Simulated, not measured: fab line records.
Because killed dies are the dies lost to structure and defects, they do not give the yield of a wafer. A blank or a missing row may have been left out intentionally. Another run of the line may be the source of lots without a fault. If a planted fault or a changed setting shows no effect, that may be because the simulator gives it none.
One fault seen from 2 desks | flow sky130 | each desk has only its own numbers; what lay behind them comes last

## AT THE METROLOGY DESK
Means of the sampled wafers that have a number, per lot and without regard to the tool the lot ran on: this is what the gauges read. If a lot's mean is further than 4 standard deviations from the usual mean, the lot is out of limits and carries the mark OUT (the distance appears in the brackets).
Columns: A = LDD_HVP_OVL at SKY_LDD_HVP_OVL_MEAS_07, usual 0.4 nm; B = LDD_HVP_TW at SKY_LDD_HVP_TW_MEAS_10, usual 454; C = LDD_LDN_OVL at SKY_LDD_LDN_OVL_MEAS_07, usual -0.4 nm
lot  | first seen here | A    | B   | C
L929 | day 23 21:19    | 1.0  | 456 | -0.7
L930 | day 24 05:40    | -1.6 | 450 | 0.0
L940 | day 27 12:40    | 2.0  | 455 | -1.5
L941 | day 27 22:30    | 2.8  | 448 | -1.3
L942 | day 28 09:17    | 0.2  | 450 | -0.6
L946 | day 29 19:32    | 0.5  | 455 | -1.2
L947 | day 30 06:10    | 1.5  | 455 | -3.0
This desk found nothing out of limits on any of the 7 lots.

## THE TOOL OWNER'S DESK: implanter-01
The tool's own readings at SKY_LDD_LDN_IMPLANT_08, given as means over the sampled wafers that have a number, one for each lot that went through this tool. If a lot's mean is further than 4 standard deviations from the usual mean, the lot is out of limits and carries the mark OUT (the distance appears in the brackets).
Columns: A = beam energy keV at SKY_LDD_LDN_IMPLANT_08, usual 15.000
lot  | first seen here | A
L929 | day 25 03:29    | 15.004
L930 | day 25 11:43    | 15.000
L940 | day 28 17:46    | 18.550 (+99 or more) OUT
L941 | day 29 03:31    | 18.560 (+99 or more) OUT
L942 | day 29 13:46    | 18.553 (+99 or more) OUT
This desk's finding: out of limits on L940, L941, L942; first on L940, day 28 17:46 (beam energy keV at SKY_LDD_LDN_IMPLANT_08). Within limits: L929, L930.

## TAKEN TOGETHER
An alarm could have come from the tool owner's desk at day 28 17:46, on L940, L941, L942.
From the metrology desk's view, nothing was out of limits.
The metrology desk holds a record of L940, L941, L942, inside its limits.
SKY_LDD_LDN_IMPLANT_08 was run on implanter-01 by each of the lots named.

## WHAT THE SIMULATOR HAD PUT IN
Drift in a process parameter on implanter-01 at SKY_LDD_LDN_IMPLANT_08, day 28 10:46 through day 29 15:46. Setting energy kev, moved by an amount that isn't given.
Struck lots among those shown: L940, L941, L942.
Hours from the fault's start to each desk's first reading out of limits: the tool owner's desk, 7.
